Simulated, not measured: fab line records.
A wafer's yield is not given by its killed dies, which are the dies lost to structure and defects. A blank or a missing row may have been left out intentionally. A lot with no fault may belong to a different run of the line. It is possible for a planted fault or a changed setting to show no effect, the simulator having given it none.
Chamber matching | flow gf180mcu | GF_CONTACT_CMP_27 on cmp-02 has 4 sister chambers
The step polishes, stops on SiO2, t overpolish 15 s, target thk 0 nm. 8 wafers are shown with their chamber, then 12 later ones without.

EACH WAFER AND ITS CHAMBER
wafer  | chamber | motorCurrentA (A) | timeToEndpointS (s)
L533.4 | 1       | 11.7              | 64
L534.2 | 0       | 10.2              | 70
L534.3 | 3       | 11.5              | 67
L536.2 | 0       | 9.7               | 74
L536.3 | 3       | 11.1              | 72
L537.2 | 2       | 11.3              | 70
L537.5 | 1       | 11.5              | 66
L537.6 | 2       | 11.4              | 70

WAFERS WHOSE CHAMBER IS MISSING
wafer  | motorCurrentA (A) | timeToEndpointS (s)
L538.1 | 10.2              | 68
L538.4 | 11.2              | 72
L538.5 | 10.5              | 71
L539.1 | 11.0              | 67
L539.2 | 10.3              | 66
L539.6 | 11.2              | 72
L541.2 | 11.2              | 74
L541.3 | 11.7              | 69
L541.5 | 11.4              | 65
L542.1 | 11.9              | 68
L542.3 | 11.8              | 70
L542.6 | 10.1              | 76

EACH ONE'S CHAMBER
wafer  | from the rows above          | in truth
L538.1 | 0                            | 0
L538.4 | can't be placed: 2 or 3      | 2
L538.5 | can't be placed: 0 or 3 or 2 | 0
L539.1 | can't be placed: 3 or 2 or 1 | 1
L539.2 | can't be placed: 0 or 3 or 2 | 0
L539.6 | can't be placed: 2 or 3      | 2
L541.2 | can't be placed: 2 or 3      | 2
L541.3 | can't be placed: 2 or 3 or 1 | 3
L541.5 | can't be placed: 1 or 3 or 2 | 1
L542.1 | can't be placed: 1 or 2 or 3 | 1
L542.3 | can't be placed: 2 or 3 or 1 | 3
L542.6 | 0                            | 0
Correct placement for 2 of the 12. These rows do not allow placing 10 (true chamber among the candidates in 10). 0 placed wrongly.
How it was worked out, from the rows above alone: a wafer's distance from a chamber is the root of the sum, over the readings, of the square of ((its reading less the chamber's mean) divided by the reading's scatter). If the next closest chamber is less than 2 further off than the closest, the wafer can't be placed; otherwise it belongs to the closest. Each chamber's mean is taken over the wafers shown for it. The scatter: the root of (the sum of the squares of (reading less its chamber's mean) over the shown wafers, divided by (wafers less chambers)).
